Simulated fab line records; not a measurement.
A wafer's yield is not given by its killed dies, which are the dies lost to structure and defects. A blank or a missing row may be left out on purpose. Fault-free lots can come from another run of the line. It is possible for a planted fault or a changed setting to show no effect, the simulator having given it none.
A struck lot beside a sound one    flow gf180mcu    18 out of 602 route steps
Sound: the wafers L732.2, L732.4, L732.5. Struck: wafer L741.2. (L741.3 of the same lot was not struck and is left out.) The cause comes at the end.
Order at every step that has rows: each side's tool, ch and its chambers, its first start. Under that, the readings that differ: sound wafers    struck wafers    difference of the means    sigmas: that difference in standard deviations of wafers without a fault.
alike: readings with means less than 2 such deviations apart, plus words and numbers identical on both sides. not compared: withheld readings, readings lacking a value on some wafer, bounds such as >300 that could conceal the same value, and numbers that have no deviation in the record and whose values overlap.
The two part at a step that has a row with sigmas, a row that says differs or no value, or rows on one side only. Numbers that have no deviation but don't overlap get no sigmas and don't part them. A reading missing from all wafers of one side parts the sides only when that side holds two or more wafers.

first, 3 steps without rows for these wafers: GF_V4_EXPOSE_11 (exposes mask Via4, target cd 260 nm); GF_V4_PEB_12 (peb time 90 s); GF_V4_DEVELOP_13 (develop time 60 s).
GF_V4_CD_MEAS_14: the cd target is 260 nm.
  sound: cd_sem-01 at day 26 11:19; struck: cd_sem-01 at day 29 09:53
  alike: cd_nm
GF_V4_OVL_MEAS_15:
  sound: overlay-01 at day 26 11:25; struck: overlay-01 at day 29 09:59
  alike: V4_OVL
then, 1 step without rows for these wafers: GF_V4_ETCH_16 (etches BARC in N2/H2).
GF_V4_ETCH_17: etches SiO2 in C4F8/O2/Ar, stops on TiN, target depth 630 nm.
  sound on rie_diel-01 ch 0,3; struck on rie_diel-04 ch 1
reading     sound           struck  difference  sigmas
bias_w (W)  1192 1199 1196  1205    +9          +3
  alike: oes_product_au
GF_V4_STRIP_18: strips in O2/N2.
  sound on plasma_asher-01 ch 0,1, day 26 11:34; struck on plasma_asher-02 ch 0, day 29 10:09
  alike: drypump_motor_current_A, heater_power_w, oes_product_au
  not compared: rf_hours_counter_h
then, 2 steps without rows for these wafers: GF_V4_STRIP_19 (strips in post etch residue remover, time 1200 s); GF_V4_CLEAN_20 (cleans in DIW).
GF_V4_SPUTTER_21: material Ti, target thk 15 nm, time 80.02 s.
  sound: pvd_sputter-04 at day 26 12:07; struck: pvd_sputter-04 at day 29 10:43
  alike: throttle_valve_pct
GF_V4_SPUTTER_22: material TiN, target thk 10 nm, time 40 s.
  sound: pvd_sputter-04 at day 26 12:10; struck: pvd_sputter-04 at day 29 10:46
  alike: throttle_valve_pct
GF_V4_CVD_23: deposits W, target thk 350 nm, time 104.9 s.
  sound on cvd_w-01 ch 1, day 26 12:13; struck on cvd_w-02 ch 0, day 29 10:51
reading                           sound            struck  difference  sigmas
model.W_of_V4_CVD_23.thk_nm (nm)  359.6 358.6 363  208.4   -152.0      
  alike: heater_power_outer_w, heater_power_w
GF_V4_RS_MEAS_24: a four-point-probe measurement.
  sound: film_metro-02 at day 26 12:20; struck: film_metro-04 at day 29 11:04
reading           sound              struck  difference  sigmas
V4_W_RS (ohm/sq)  0.319 0.320 0.316  0.551   +0.233      +48
GF_V4_THK_MEAS_25: measures by xrf.
  sound: film_metro-02 at day 26 12:27; struck: film_metro-04 at day 29 11:10
reading        sound        struck  difference  sigmas
V4_W_THK (nm)  367 369 372  209     -160        -28
GF_V4_CMP_26: polishes, stops on SiO2, t overpolish 15 s, target thk 0 nm.
  sound on cmp-02 ch 1,2,3, day 26 12:36; struck on cmp-01 ch 3, day 29 11:19
reading                 sound           struck  difference  sigmas
time_to_endpoint_s (s)  91.8 89.0 92.1  54.8    -36.2       -13
  alike: motor_current_A
GF_MIM_SPUTTER_00: material Ti, target thk 37.5 nm, time 150 s.
  sound: pvd_sputter-02 at day 26 12:48; struck: pvd_sputter-03 at day 29 11:31
  alike: throttle_valve_pct
then, 1 step without rows for these wafers: GF_PASSIVATION_PROBE_99.

== WHERE THEY PART ==
Earliest at GF_V4_ETCH_17; latest, in this record, at GF_V4_CMP_26. Later steps at which nothing parts them and some readings are alike: GF_MIM_SPUTTER_00.

WHY: what had been put in by the simulator
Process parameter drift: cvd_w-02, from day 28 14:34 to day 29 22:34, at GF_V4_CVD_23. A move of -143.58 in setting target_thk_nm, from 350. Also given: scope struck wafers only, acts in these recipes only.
